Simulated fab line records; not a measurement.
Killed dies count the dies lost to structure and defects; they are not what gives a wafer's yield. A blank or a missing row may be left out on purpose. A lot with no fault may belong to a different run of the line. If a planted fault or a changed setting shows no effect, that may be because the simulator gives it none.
Check of tool commonality / flow gf180mcu / Lots sampled 13, wafers sampled 39

THE REASON FOR OPENING IT
At GF_PSD_RS_MEAS_14 the reading NSD_RS is flagged on 2 of 13 lots. No-fault wafers: 45.90 ohm/sq, standard deviation 0.095.
Rule: a lot gets a flag if all its wafers with a number sit over 4 standard deviations from that mean, or if no wafer of it has a number. The other lots count as sound.

lot=L642; measured=day 14 07:02; on=film_metro-03; NSD_RS (ohm/sq), wafer by wafer=45.71 45.66 45.78; flag=
lot=L643; measured=day 14 17:29; on=film_metro-03; NSD_RS (ohm/sq), wafer by wafer=45.88 45.92 45.84; flag=
lot=L644; measured=day 15 02:17; on=film_metro-03; NSD_RS (ohm/sq), wafer by wafer=45.82 45.88 45.78; flag=
lot=L647; measured=day 15 22:26; on=film_metro-03; NSD_RS (ohm/sq), wafer by wafer=45.79 45.78 45.82; flag=
lot=L648; measured=day 16 07:20; on=film_metro-02; NSD_RS (ohm/sq), wafer by wafer=45.91 45.92 45.93; flag=
lot=L649; measured=day 16 12:23; on=film_metro-01; NSD_RS (ohm/sq), wafer by wafer=45.81 45.93 45.91; flag=
lot=L651; measured=day 17 08:38; on=film_metro-03; NSD_RS (ohm/sq), wafer by wafer=45.76 45.93 45.84; flag=
lot=L652; measured=day 17 18:08; on=film_metro-01; NSD_RS (ohm/sq), wafer by wafer=40.17 40.18 40.27; flag=FLAGGED
lot=L653; measured=day 18 01:50; on=film_metro-01; NSD_RS (ohm/sq), wafer by wafer=40.35 40.30 40.42; flag=FLAGGED
lot=L660; measured=day 20 14:46; on=film_metro-02; NSD_RS (ohm/sq), wafer by wafer=45.90 45.90 45.91; flag=
lot=L661; measured=day 21 01:50; on=film_metro-02; NSD_RS (ohm/sq), wafer by wafer=45.89 45.97 45.96; flag=
lot=L662; measured=day 21 09:19; on=film_metro-01; NSD_RS (ohm/sq), wafer by wafer=45.86 45.87 46.00; flag=
lot=L663; measured=day 21 18:50; on=film_metro-01; NSD_RS (ohm/sq), wafer by wafer=45.92 45.99 46.00; flag=
Average over the flagged lots: 40.28 ohm/sq; offset from the usual -5.62 ohm/sq, equal to -59 standard deviations.

WHICH TOOL RAN EACH LOT
The record keeps 1 process step preceding the reading, out of 602 steps on the route. In each cell: the tool, then ch and the chambers that the sampled wafers went through, then the start.
lot=L642; flag=; GF_PSD_RTA_13=rtp_anneal-01 ch 0, day 14 06:56
lot=L643; flag=; GF_PSD_RTA_13=rtp_anneal-01 ch 0, day 14 17:23
lot=L644; flag=; GF_PSD_RTA_13=rtp_anneal-01 ch 0, day 15 02:13
lot=L647; flag=; GF_PSD_RTA_13=rtp_anneal-01 ch 0, day 15 22:20
lot=L648; flag=; GF_PSD_RTA_13=rtp_anneal-02 ch 0, day 16 07:16
lot=L649; flag=; GF_PSD_RTA_13=rtp_anneal-02 ch 0, day 16 12:18
lot=L651; flag=; GF_PSD_RTA_13=rtp_anneal-02 ch 0, day 17 08:32
lot=L652; flag=FLAGGED; GF_PSD_RTA_13=rtp_anneal-01 ch 0, day 17 18:04
lot=L653; flag=FLAGGED; GF_PSD_RTA_13=rtp_anneal-01 ch 0, day 18 01:46
lot=L660; flag=; GF_PSD_RTA_13=rtp_anneal-01 ch 0, day 20 14:40
lot=L661; flag=; GF_PSD_RTA_13=rtp_anneal-01 ch 0, day 21 01:44
lot=L662; flag=; GF_PSD_RTA_13=rtp_anneal-01 ch 0, day 21 09:13
lot=L663; flag=; GF_PSD_RTA_13=rtp_anneal-01 ch 0, day 21 18:44
What is done by these steps:
- GF_PSD_RTA_13: time 20 s.
- GF_PSD_RS_MEAS_14: measures by four-point-probe.

FLAGGED AGAINST TOTAL, ONE TOOL AT A TIME (gauges that did the reading follow at the end)
step=GF_PSD_RTA_13; tool=rtp_anneal-01; lots run=10; flagged=2; share of the flagged lots=all; sound lots run after its first flagged lot=4 (L660,L661,L662,L663)
step=GF_PSD_RTA_13; tool=rtp_anneal-02; lots run=3; flagged=0; share of the flagged lots=none; sound lots run after its first flagged lot=-
step=GF_PSD_RS_MEAS_14; tool=film_metro-01; lots run=5; flagged=2; share of the flagged lots=all; sound lots run after its first flagged lot=2 (L662,L663)
step=GF_PSD_RS_MEAS_14; tool=film_metro-02; lots run=3; flagged=0; share of the flagged lots=none; sound lots run after its first flagged lot=-
step=GF_PSD_RS_MEAS_14; tool=film_metro-03; lots run=5; flagged=0; share of the flagged lots=none; sound lots run after its first flagged lot=-

WHAT THE TABLE PERMITS
In 2 table rows, all flagged lots were run: rtp_anneal-01 (GF_PSD_RTA_13), film_metro-01 (GF_PSD_RS_MEAS_14).
- rtp_anneal-01 at GF_PSD_RTA_13 ran 10 lots, 2 of them flagged. Sound lots followed the first flagged one (L660, L661, L662, L663) on it, something a lasting fault affecting the whole tool could not allow. Its own readings (lamp_power_pct, wafer_temp_C_max) fall more than 4 standard deviations out on all wafers of the flagged lots.
- film_metro-01 at GF_PSD_RS_MEAS_14 ran 5 lots, 2 of them flagged. Sound lots followed the first flagged one (L662, L663) on it, something a lasting fault affecting the whole tool could not allow.
Every row of the table either missed a flagged lot or ran a sound lot after the first.

WHAT THE SIMULATOR PUT IN
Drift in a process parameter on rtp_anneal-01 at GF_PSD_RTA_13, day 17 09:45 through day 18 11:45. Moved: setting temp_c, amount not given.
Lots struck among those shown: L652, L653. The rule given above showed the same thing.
